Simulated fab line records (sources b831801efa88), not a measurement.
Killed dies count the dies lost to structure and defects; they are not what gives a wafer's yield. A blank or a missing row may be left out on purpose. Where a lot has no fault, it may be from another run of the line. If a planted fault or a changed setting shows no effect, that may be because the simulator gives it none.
fab line records	flow sky130
record lots=24	wafers=72	last_day=50
route steps=708 shown METAL1@440 METAL3@535 METAL4@632 VIA4@650 PASSIVATION@681
lots that met no fault: taken from a fault-free run of the same line
start_h: the number of hours between the record's first day and the start of the first shown wafer of the lot	wait_h: hours from the lot's prior step to this one	" same as the row above	L1.1+2: a row that stands for several wafers	- no value, or no start was given	* or withheld: withheld	< > ~ a bound
route shown NAME@n: names a module that has steps shown in the file, with the first one's number in the route	usual: average and standard deviation across the fault-free wafers	same: alike in all rows	chamber/n: place in a boat	sites: the reading at each site	_std_site: standard deviation across them	_edge_site: inner sites' mean taken away from outer sites' mean	radius_mm: how far each site lies from the wafer's centre	mask NAME#n: copy n	behind: the most recent tool/chamber to have shaped the wafer	hold: why the lot went on hold/how many hours it stayed there/how the hold came to an end	device: names the non-switching transistor (n, p or np)	end of line: the same wafers' tests at the end of the route	a step with no rows: only its recipe	killed: the dies lost at the first sort to structure and to defects; this is not the yield of the wafer	map: shows each die of a wafer: x if killed, . if not, _ if none is there
set.NAME: the setting the step ran with; set.NAME@STEP: the setting that earlier step ran with	model.NAME: the simulator's own value behind a step, which no gauge read
one table for each step of the route and one row for each wafer, over a sample of lots
services: a tool's chamber out of use, with start hour (start_h, from the record's first day; less than 0 if before it), hours out, and reason
## steps
# step SKY_METAL1_THK_MEAS_06
# recipe thk_meas_gauge=xrf	reads=AlCu_of_METAL1_SPUTTER_02
# usual METAL1_ALCU_THK=252.5/2.8
lot.wafer	tool	chamber	start_h	wait_h	METAL1_ALCU_THK[nm]
L074.2	film_metro-02	-	734.31	0.1	249.5
L074.4	"	-	"	"	252.3
L074.6	"	-	"	"	253.9
L075.1	film_metro-01	-	744.57	0.1	256.0
L075.2	"	-	"	"	257.3
L075.5	"	-	"	"	252.9
L076.3	film_metro-01	-	753.69	0.1	250.0
L076.4	"	-	"	"	253.9
L076.6	"	-	"	"	252.0
L077.2	film_metro-02	-	767.92	0.1	251.0
L077.3	"	-	"	"	248.6
L077.6	"	-	"	"	251.3
L078.1	film_metro-03	-	768.45	0.1	250.3
L078.5	"	-	"	"	251.1
L078.6	"	-	"	"	249.3
L079.1	film_metro-03	-	778.69	0.1	245.9
L079.2	"	-	"	"	248.4
L079.3	"	-	"	"	244.7
L080.3	film_metro-03	-	792.58	0.1	252.9
L080.4	"	-	"	"	253.2
L080.5	"	-	"	"	250.1
L081.3	film_metro-03	-	797.61	0.1	249.0
L081.5	"	-	"	"	249.7
L081.6	"	-	"	"	250.8
L082.1	film_metro-03	-	817.70	0.1	254.9
L082.4	"	-	"	"	255.6
L082.5	"	-	"	"	257.2
L084.1	film_metro-01	-	841.60	0.1	256.2
L084.2	"	-	"	"	255.6
L084.5	"	-	"	"	253.3
L083.1	film_metro-01	-	842.55	0.1	252.5
L083.4	"	-	"	"	251.7
L083.5	"	-	"	"	252.1
L085.1	film_metro-03	-	845.45	0.1	251.4
L085.4	"	-	"	"	251.6
L085.5	"	-	"	"	252.3
L087.1	film_metro-03	-	845.80	0.1	250.3
L087.3	"	-	"	"	253.8
L087.4	"	-	"	"	253.3
L086.2	film_metro-01	-	847.81	0.1	256.2
L086.5	"	-	"	"	253.0
L086.6	"	-	"	"	253.3
L088.3	film_metro-03	-	851.15	0.1	254.7
L088.4	"	-	"	"	255.6
L088.5	"	-	"	"	255.4
L089.4	film_metro-01	-	856.57	0.1	253.1
L089.5	"	-	"	"	253.4
L089.6	"	-	"	"	253.5
L090.1	film_metro-01	-	865.20	0.1	250.1
L090.3	"	-	"	"	251.5
L090.4	"	-	"	"	252.5
L092.2	film_metro-03	-	874.49	0.1	258.5
L092.3	"	-	"	"	254.7
L092.5	"	-	"	"	255.0
L091.1	film_metro-02	-	874.75	0.1	251.7
L091.5	"	-	"	"	253.8
L091.6	"	-	"	"	251.3
L093.1	film_metro-02	-	881.05	0.1	258.4
L093.2	"	-	"	"	253.0
L093.4	"	-	"	"	256.0
L094.2	film_metro-01	-	887.56	0.1	254.3
L094.4	"	-	"	"	252.7
L094.6	"	-	"	"	253.4
L095.3	film_metro-03	-	898.56	0.1	252.8
L095.4	"	-	"	"	254.9
L095.5	"	-	"	"	256.4
L096.2	film_metro-02	-	905.16	0.1	251.8
L096.4	"	-	"	"	253.7
L096.5	"	-	"	"	249.6
L097.1	film_metro-02	-	926.40	0.1	251.0
L097.3	"	-	"	"	249.0
L097.4	"	-	"	"	250.8
# step SKY_METAL3_SPUTTER_03
# recipe material=Ti	target_thk_nm=5	power_w=3000	time_s=3.3	chamber_pressure_pa=0.4
# usual throttle_valve_pct=30.1/1
lot.wafer	tool	chamber	start_h	wait_h	throttle_valve_pct
L074.2	pvd_sputter-01	-	847.01	0.0	32.2
L074.4	"	-	"	"	32.3
L074.6	"	-	"	"	30.2
L075.1	pvd_sputter-03	-	856.84	0.0	31.3
L075.2	"	-	"	"	30.6
L075.5	"	-	"	"	29.1
L076.3	pvd_sputter-01	-	864.79	0.0	29.9
L076.4	"	-	"	"	28.2
L076.6	"	-	"	"	30.1
L077.2	pvd_sputter-02	-	880.17	0.0	30.4
L077.3	"	-	"	"	28.6
L077.6	"	-	"	"	28.7
L078.1	pvd_sputter-01	-	880.32	0.0	30.1
L078.5	"	-	"	"	32.2
L078.6	"	-	"	"	28.3
L079.1	pvd_sputter-02	-	889.42	0.0	28.4
L079.2	"	-	"	"	30.3
L079.3	"	-	"	"	30.3
L080.3	pvd_sputter-02	-	903.35	0.0	28.5
L080.4	"	-	"	"	30.5
L080.5	"	-	"	"	28.7
L081.3	pvd_sputter-03	-	907.72	0.0	30.2
L081.5	"	-	"	"	30.7
L081.6	"	-	"	"	30.1
L082.1	pvd_sputter-03	-	926.82	0.0	31.4
L082.4	"	-	"	"	29.5
L082.5	"	-	"	"	29.8
L084.1	pvd_sputter-03	-	950.07	0.0	31.5
L084.2	"	-	"	"	30.7
L084.5	"	-	"	"	30.2
L083.1	pvd_sputter-03	-	950.95	0.0	29.3
L083.4	"	-	"	"	31.5
L083.5	"	-	"	"	30.5
L085.1	pvd_sputter-03	-	953.67	0.0	29.4
L085.4	"	-	"	"	30.6
L085.5	"	-	"	"	29.9
L087.1	pvd_sputter-03	-	953.84	0.0	31.4
L087.3	"	-	"	"	30.6
L087.4	"	-	"	"	29.3
L086.2	pvd_sputter-03	-	956.67	0.0	29.3
L086.5	"	-	"	"	29.0
L086.6	"	-	"	"	30.4
L088.3	pvd_sputter-03	-	957.65	0.0	29.2
L088.4	"	-	"	"	30.1
L088.5	"	-	"	"	31.1
L089.4	pvd_sputter-03	-	963.29	0.0	29.3
L089.5	"	-	"	"	30.5
L089.6	"	-	"	"	29.9
L090.1	pvd_sputter-02	-	970.42	0.0	28.7
L090.3	"	-	"	"	30.3
L090.4	"	-	"	"	30.7
L092.2	pvd_sputter-03	-	979.41	0.0	31.3
L092.3	"	-	"	"	31.0
L092.5	"	-	"	"	30.2
L091.1	pvd_sputter-02	-	981.61	0.0	30.5
L091.5	"	-	"	"	28.5
L091.6	"	-	"	"	30.5
L093.1	pvd_sputter-02	-	987.58	0.0	28.3
L093.2	"	-	"	"	30.4
L093.4	"	-	"	"	28.6
L094.2	pvd_sputter-03	-	991.60	0.0	31.3
L094.4	"	-	"	"	30.0
L094.6	"	-	"	"	31.3
L095.3	pvd_sputter-03	-	1001.42	0.0	30.2
L095.4	"	-	"	"	31.3
L095.5	"	-	"	"	30.2
L096.2	pvd_sputter-01	-	1008.41	0.0	28.1
L096.4	"	-	"	"	32.2
L096.5	"	-	"	"	30.1
L097.1	pvd_sputter-03	-	1028.13	0.0	30.2
L097.3	"	-	"	"	30.6
L097.4	"	-	"	"	29.3
# step SKY_METAL3_STRIP_19
# recipe chemistry=O2/N2	power_w=1400	pressure_mtorr=1500	platen_temp_c=withheld	o2_flow_sccm=3000	n2_flow_sccm=300	overash_fraction=0.5
# usual drypump_motor_current_A=5.8/0.45	oes_product_au=0.501/0.0061	strip_time_to_endpoint_s=6.51/0.088
# same overash_fraction=0.5
lot.wafer	tool	chamber	start_h	wait_h	drypump_motor_current_A	oes_product_au	rf_hours_counter_h	strip_time_to_endpoint_s
L074.2	plasma_asher-01	0	900.50	0.1	6.2	0.502	82	6.66
L074.4	"	1	"	"	5.1	0.497	-	6.51
L074.6	"	0	"	"	6.2	0.515	-	6.62
L075.1	plasma_asher-03	0	909.30	0.3	5.4	0.497	16	6.42
L075.2	"	1	"	"	6.1	0.488	16	6.41
L075.5	"	1	"	"	6.2	0.501	-	6.39
L076.3	plasma_asher-03	0	916.16	0.2	5.4	0.500	-	6.56
L076.4	"	1	"	"	6.1	0.503	-	6.48
L076.6	"	1	"	"	6.2	0.509	-	6.47
L077.2	plasma_asher-03	0	931.34	0.1	5.4	0.500	18	6.47
L077.3	"	0	"	"	5.4	0.504	-	6.63
L077.6	"	0	"	"	5.4	0.500	-	6.51
L078.1	plasma_asher-01	0	931.69	0.1	6.2	0.504	85	6.52
L078.5	"	0	"	"	6.2	0.502	-	6.52
L078.6	"	1	"	"	5.1	0.498	-	6.38
L079.1	plasma_asher-01	1	940.75	0.1	5.1	0.502	86	6.54
L079.2	"	0	"	"	6.2	0.500	86	6.44
L079.3	"	1	"	"	5.1	0.501	-	6.42
L080.3	plasma_asher-04	0	954.89	0.1	6.0	0.494	-	6.51
L080.4	"	1	"	"	6.2	0.499	-	6.42
L080.5	"	1	"	"	6.2	0.508	-	6.56
L081.3	plasma_asher-04	1	959.10	0.1	6.2	0.516	-	6.57
L081.5	"	0	"	"	6.0	0.508	-	6.59
L081.6	"	1	"	"	6.2	0.506	-	6.53
L082.1	plasma_asher-01	0	975.79	0.1	6.2	0.506	89	6.51
L082.4	"	1	"	"	5.1	0.500	-	6.52
L082.5	"	0	"	"	6.2	0.508	-	6.55
L084.1	plasma_asher-01	1	998.34	0.1	5.1	0.504	92	6.60
L084.2	"	0	"	"	6.2	0.501	92	6.50
L084.5	"	1	"	"	5.1	0.501	-	6.63
L083.1	plasma_asher-04	0	998.85	0.1	6.0	0.511	49	6.66
L083.4	"	0	"	"	6.0	0.500	-	6.69
L083.5	"	1	"	"	6.2	0.506	-	6.62
L085.1	plasma_asher-01	1	1002.19	0.1	5.1	0.502	92	6.42
L085.4	"	0	"	"	6.1	0.497	-	6.44
L085.5	"	1	"	"	5.1	0.489	-	6.41
L087.1	plasma_asher-01	0	1002.50	0.3	6.2	0.505	92	6.58
L087.3	"	1	"	"	5.1	0.506	-	6.54
L087.4	"	0	"	"	6.1	0.514	-	6.57
L086.2	plasma_asher-03	1	1004.82	0.2	6.2	0.501	24	6.48
L086.5	"	0	"	"	5.4	0.503	-	6.54
L086.6	"	1	"	"	6.2	0.507	-	6.50
L088.3	plasma_asher-01	0	1005.98	0.2	6.2	0.509	-	6.63
L088.4	"	1	"	"	5.1	0.503	-	6.53
L088.5	"	1	"	"	5.1	0.498	-	6.58
L089.4	plasma_asher-04	1	1012.68	0.1	6.1	0.506	-	6.65
L089.5	"	0	"	"	6.0	0.493	-	6.45
L089.6	"	1	"	"	6.1	0.503	-	6.66
L090.1	plasma_asher-01	1	1018.66	0.1	5.1	0.506	94	6.47
L090.3	"	0	"	"	6.2	0.493	-	6.37
L090.4	"	1	"	"	5.1	0.502	-	6.54
L092.2	plasma_asher-03	1	1027.67	0.1	6.1	0.506	26	6.43
L092.3	"	1	"	"	6.1	0.503	-	6.38
L092.5	"	0	"	"	5.4	0.503	-	6.44
L091.1	plasma_asher-01	1	1030.72	0.1	5.1	0.509	95	6.68
L091.5	"	1	"	"	5.1	0.501	-	6.44
L091.6	"	0	"	"	6.2	0.509	-	6.62
L093.1	plasma_asher-04	0	1035.55	0.1	6.0	0.507	53	6.61
L093.2	"	1	"	"	6.1	0.504	53	6.59
L093.4	"	0	"	"	6.0	0.501	-	6.65
L094.2	plasma_asher-01	1	1039.27	0.1	5.1	0.491	96	6.43
L094.4	"	1	"	"	5.1	0.501	-	6.50
L094.6	"	0	"	"	6.2	0.491	-	6.43
L095.3	plasma_asher-03	0	1047.63	0.1	5.4	0.505	-	6.63
L095.4	"	1	"	"	6.1	0.502	-	6.56
L095.5	"	0	"	"	5.4	0.506	-	6.64
L096.2	plasma_asher-04	0	1055.39	0.1	6.0	0.495	54	6.49
L096.4	"	1	"	"	6.2	0.500	-	6.49
L096.5	"	0	"	"	6.0	0.499	-	6.36
L097.1	plasma_asher-01	0	1072.58	0.3	6.2	0.491	100	6.37
L097.3	"	1	"	"	5.1	0.488	-	6.33
L097.4	"	0	"	"	6.1	0.493	-	6.40
# step SKY_METAL4_ETCH_16
# recipe chemistry=N2/H2	target=BARC	ion_energy_ev=200	bias_w=100	pressure_mtorr=30	n2_flow_sccm=100	h2_flow_sccm=200	icp_w=500	stop_on=SiO2	time_s=88.2	target_depth_a=600
# usual drypump_motor_current_A=5.8/0.46	oes_product_au=0.626/0.0052	throttle_valve_pct=13.205/0.0095
lot.wafer	tool	chamber	start_h	wait_h	drypump_motor_current_A	oes_product_au	rf_hours_counter_h	throttle_valve_pct
L074.2	rie_metal-03	0	977.54	0.0	6.5	0.623	14	13.201
L074.4	"	1	"	"	5.3	0.626	-	13.201
L074.6	"	0	"	"	6.6	0.627	-	13.227
L075.1	rie_metal-02	0	985.19	0.0	6.1	0.621	16	13.203
L075.2	"	1	"	"	5.7	0.625	5	13.191
L075.5	"	1	"	"	5.7	0.623	-	13.211
L076.3	rie_metal-04	0	992.41	0.0	5.7	0.628	-	13.219
L076.4	"	1	"	"	5.1	0.627	-	13.201
L076.6	"	1	"	"	5.1	0.633	-	13.222
L077.2	rie_metal-03	0	1007.33	0.0	6.5	0.630	15	13.224
L077.3	"	1	"	"	5.3	0.628	-	13.203
L077.6	"	1	"	"	5.3	0.626	-	13.196
L078.1	rie_metal-03	0	1008.45	0.0	6.6	0.627	15	13.205
L078.5	"	1	"	"	5.3	0.616	-	13.206
L078.6	"	0	"	"	6.5	0.624	-	13.203
L079.1	rie_metal-02	0	1016.55	0.0	6.0	0.621	19	13.215
L079.2	"	1	"	"	5.7	0.636	8	13.204
L079.3	"	0	"	"	6.0	0.623	-	13.215
L080.3	rie_metal-03	1	1028.78	0.0	5.4	0.630	-	13.214
L080.4	"	0	"	"	6.5	0.625	-	13.185
L080.5	"	1	"	"	5.4	0.628	-	13.207
L081.3	rie_metal-04	0	1034.08	0.0	5.7	0.632	-	13.208
L081.5	"	0	"	"	5.8	0.630	-	13.200
L081.6	"	1	"	"	5.1	0.624	-	13.203
L082.1	rie_metal-04	0	1048.45	0.0	5.8	0.630	21	13.211
L082.4	"	0	"	"	5.7	0.625	-	13.214
L082.5	"	0	"	"	5.8	0.623	-	13.211
L084.1	rie_metal-02	1	1069.39	0.0	5.7	0.629	11	13.195
L084.2	"	0	"	"	6.1	0.637	22	13.209
L084.5	"	1	"	"	5.7	0.619	-	13.167
L083.1	rie_metal-04	1	1070.39	0.0	5.1	0.621	13	13.202
L083.4	"	1	"	"	5.1	0.620	-	13.213
L083.5	"	0	"	"	5.7	0.623	-	13.202
L085.1	rie_metal-02	0	1073.09	0.0	6.1	0.625	22	13.197
L085.4	"	1	"	"	5.7	0.627	-	13.194
L085.5	"	1	"	"	5.7	0.627	-	13.217
L087.1	rie_metal-04	0	1073.44	0.0	5.7	0.628	22	13.195
L087.3	"	1	"	"	5.1	0.622	-	13.226
L087.4	"	0	"	"	5.8	0.626	-	13.212
L086.2	rie_metal-04	0	1075.34	0.0	5.8	0.621	23	13.189
L086.5	"	1	"	"	5.1	0.619	-	13.208
L086.6	"	0	"	"	5.7	0.627	-	13.192
L088.3	rie_metal-02	0	1077.63	0.0	6.0	0.629	-	13.217
L088.4	"	1	"	"	5.7	0.629	-	13.208
L088.5	"	1	"	"	5.7	0.619	-	13.203
L089.4	rie_metal-04	0	1082.43	0.0	5.8	0.628	-	13.215
L089.5	"	0	"	"	5.8	0.621	-	13.203
L089.6	"	1	"	"	5.1	0.631	-	13.226
L090.1	rie_metal-02	0	1088.33	0.0	6.0	0.633	24	13.222
L090.3	"	1	"	"	5.7	0.622	-	13.199
L090.4	"	0	"	"	6.1	0.620	-	13.216
L092.2	rie_metal-03	0	1095.95	0.1	6.5	0.629	-	13.211
L092.3	"	0	"	"	6.5	0.624	-	13.201
L092.5	"	0	"	"	6.5	0.622	-	13.206
L091.1	rie_metal-04	0	1099.44	0.0	5.8	0.624	25	13.203
L091.5	"	0	"	"	5.7	0.622	-	13.213
L091.6	"	1	"	"	5.1	0.619	-	13.202
L093.1	rie_metal-02	0	1102.94	0.0	6.1	0.623	24	13.201
L093.2	"	1	"	"	5.7	0.616	14	13.208
L093.4	"	0	"	"	6.1	0.619	-	13.185
L094.2	rie_metal-02	0	1106.24	0.0	6.1	0.630	25	13.211
L094.4	"	1	"	"	5.7	0.636	-	13.217
L094.6	"	1	"	"	5.7	0.632	-	13.198
L095.3	rie_metal-03	1	1112.96	0.0	5.3	0.625	-	13.200
L095.4	"	0	"	"	6.5	0.629	-	13.200
L095.5	"	1	"	"	5.3	0.628	-	13.199
L096.2	rie_metal-03	0	1121.30	0.0	6.5	0.621	25	13.212
L096.4	"	0	"	"	6.5	0.629	-	13.219
L096.5	"	0	"	"	6.5	0.626	-	13.206
L097.1	rie_metal-02	0	1135.60	0.0	6.1	0.626	27	13.208
L097.3	"	0	"	"	6.0	0.639	-	13.214
L097.4	"	1	"	"	5.7	0.635	-	13.191
# step SKY_VIA4_OVL_MEAS_11
# usual VIA4_OVL=0.4/1.3
lot.wafer	tool	chamber	start_h	wait_h	VIA4_OVL[nm]
L074.2	overlay-01	-	1002.44	0.1	2.8
L074.4	"	-	"	"	0.4
L074.6	"	-	"	"	1.5
L075.1	overlay-02	-	1010.39	0.1	2.1
L075.2	"	-	"	"	1.9
L075.5	"	-	"	"	2.1
L076.3	overlay-01	-	1017.27	0.1	2.0
L076.4	"	-	"	"	1.0
L076.6	"	-	"	"	0.7
L077.2	overlay-01	-	1033.28	0.1	2.1
L077.3	"	-	"	"	0.8
L077.6	"	-	"	"	0.5
L078.1	overlay-01	-	1033.46	0.1	-3.0
L078.5	"	-	"	"	-1.6
L078.6	"	-	"	"	-0.4
L079.1	overlay-02	-	1041.27	0.1	0.6
L079.2	"	-	"	"	1.3
L079.3	"	-	"	"	0.4
L080.3	overlay-01	-	1052.23	0.1	2.1
L080.4	"	-	"	"	2.1
L080.5	"	-	"	"	0.1
L081.3	overlay-01	-	1056.82	0.1	1.4
L081.5	"	-	"	"	1.6
L081.6	"	-	"	"	1.4
L082.1	overlay-02	-	1071.62	0.1	0.3
L082.4	"	-	"	"	0.4
L082.5	"	-	"	"	-1.2
L084.1	overlay-02	-	1091.67	0.1	-1.3
L084.2	"	-	"	"	-0.8
L084.5	"	-	"	"	-0.9
L083.1	overlay-02	-	1092.16	0.1	0.2
L083.4	"	-	"	"	1.9
L083.5	"	-	"	"	1.5
L085.1	overlay-01	-	1095.94	0.1	-3.2
L085.4	"	-	"	"	-2.0
L085.5	"	-	"	"	-3.2
L087.1	overlay-02	-	1095.97	0.1	0.6
L087.3	"	-	"	"	0.9
L087.4	"	-	"	"	-0.6
L086.2	overlay-01	-	1097.49	0.1	0.5
L086.5	"	-	"	"	-0.4
L086.6	"	-	"	"	1.5
L088.3	overlay-02	-	1099.25	0.1	1.6
L088.4	"	-	"	"	1.8
L088.5	"	-	"	"	0.6
L089.4	overlay-02	-	1104.56	0.1	3.0
L089.5	"	-	"	"	2.7
L089.6	"	-	"	"	3.2
L090.1	overlay-02	-	1110.17	0.1	1.5
L090.3	"	-	"	"	0.0
L090.4	"	-	"	"	0.6
L092.2	overlay-02	-	1117.53	0.1	1.4
L092.3	"	-	"	"	1.0
L092.5	"	-	"	"	0.4
L091.1	overlay-01	-	1121.02	0.1	-0.8
L091.5	"	-	"	"	-1.0
L091.6	"	-	"	"	0.3
L093.1	overlay-02	-	1123.99	0.1	0.5
L093.2	"	-	"	"	1.3
L093.4	"	-	"	"	0.2
L094.2	overlay-01	-	1127.04	0.1	1.4
L094.4	"	-	"	"	2.5
L094.6	"	-	"	"	0.3
L095.3	overlay-01	-	1133.47	0.1	-0.3
L095.4	"	-	"	"	-0.4
L095.5	"	-	"	"	-0.1
L096.2	overlay-01	-	1141.42	0.1	-1.3
L096.4	"	-	"	"	0.1
L096.5	"	-	"	"	-0.3
L097.1	overlay-02	-	1155.51	0.1	0.1
L097.3	"	-	"	"	1.0
L097.4	"	-	"	"	0.9
# step SKY_PASSIVATION_CVD_00
# recipe material=SiO2	target_thk_nm=90	temp_c=400	time_s=withheld	rf_w=600
# usual heater_power_w=654/120
lot.wafer	tool	chamber	start_h	wait_h	heater_power_w
L074.2	pecvd-02	0	1028.66	0.0	810
L074.4	"	2	"	"	569
L074.6	"	2	"	"	586
L075.1	pecvd-02	1	1036.28	0.0	697
L075.2	"	0	"	"	841
L075.5	"	2	"	"	575
L076.3	pecvd-02	1	1042.80	0.0	565
L076.4	"	2	"	"	569
L076.6	"	1	"	"	567
L077.2	pecvd-02	1	1057.06	0.0	553
L077.3	"	2	"	"	622
L077.6	"	0	"	"	875
L078.1	pecvd-02	1	1057.97	0.0	534
L078.5	"	0	"	"	898
L078.6	"	2	"	"	583
L079.1	pecvd-02	0	1064.90	0.0	891
L079.2	"	1	"	"	608
L079.3	"	2	"	"	577
L080.3	pecvd-01	2	1075.38	0.0	667
L080.4	"	2	"	"	688
L080.5	"	1	"	"	746
L081.3	pecvd-02	2	1080.87	0.0	620
L081.5	"	0	"	"	910
L081.6	"	1	"	"	633
L082.1	pecvd-03	1	1093.74	0.0	633
L082.4	"	1	"	"	638
L082.5	"	0	"	"	476
L084.1	pecvd-01	2	1114.38	0.0	619
L084.2	"	1	"	"	627
L084.5	"	0	"	"	550
L083.1	pecvd-03	2	1115.05	0.0	809
L083.4	"	0	"	"	466
L083.5	"	2	"	"	827
L085.1	pecvd-02	0	1119.01	0.0	840
L085.4	"	2	"	"	538
L085.5	"	0	"	"	856
L087.1	pecvd-01	2	1119.51	0.0	684
L087.3	"	1	"	"	744
L087.4	"	2	"	"	683
L086.2	pecvd-03	2	1120.07	0.0	702
L086.5	"	0	"	"	486
L086.6	"	1	"	"	630
L088.3	pecvd-03	1	1121.26	0.0	570
L088.4	"	2	"	"	836
L088.5	"	0	"	"	461
L089.4	pecvd-03	1	1126.42	0.0	578
L089.5	"	0	"	"	482
L089.6	"	2	"	"	793
L090.1	pecvd-01	1	1131.13	0.0	739
L090.3	"	0	"	"	582
L090.4	"	2	"	"	573
L092.2	pecvd-01	2	1138.77	0.0	711
L092.3	"	1	"	"	652
L092.5	"	1	"	"	664
L091.1	pecvd-01	0	1144.05	0.0	516
L091.5	"	1	"	"	751
L091.6	"	0	"	"	525
L093.1	pecvd-01	1	1146.02	0.0	738
L093.2	"	0	"	"	532
L093.4	"	1	"	"	750
L094.2	pecvd-02	2	1148.54	0.0	580
L094.4	"	1	"	"	539
L094.6	"	2	"	"	592
L095.3	pecvd-01	1	1154.72	0.0	749
L095.4	"	1	"	"	755
L095.5	"	2	"	"	571
L096.2	pecvd-03	2	1163.15	0.0	715
L096.4	"	1	"	"	612
L096.5	"	0	"	"	449
L097.1	pecvd-02	0	1175.26	0.0	893
L097.3	"	1	"	"	632
L097.4	"	0	"	"	886
## services
tool	chamber	start_h	hours	kind
rie_metal-03	-	825.76	15.6	pm
plasma_asher-01	-	827.13	2.8	pm
rie_metal-03	-	843.83	0.2	repair
pecvd-03	2	844.56	5.6	repair
pvd_sputter-03	-	884.55	2.8	repair
rie_metal-03	0	901.08	28.6	repair
pvd_sputter-03	-	920.64	3.4	repair
rie_metal-02	1	923.38	7.8	repair
pvd_sputter-03	-	933.30	1.5	repair
rie_metal-02	1	942.95	4.0	repair
plasma_asher-01	-	960.62	4.3	pm
pecvd-02	1	961.11	13.0	repair
rie_metal-03	-	978.89	16.6	repair
rie_metal-04	1	998.52	13.1	repair
rie_metal-04	-	1025.57	1.0	repair
pecvd-01	0	1032.82	3.6	repair
rie_metal-04	-	1035.37	1.1	repair
rie_metal-04	-	1037.63	4.3	pm
rie_metal-04	-	1057.26	10.7	repair
rie_metal-03	1	1095.51	17.2	repair
rie_metal-03	0	1103.01	9.8	repair
pecvd-02	1	1122.92	6.5	repair
rie_metal-04	0	1136.53	4.1	repair
rie_metal-03	1	1159.22	5.7	repair
## key
fault none
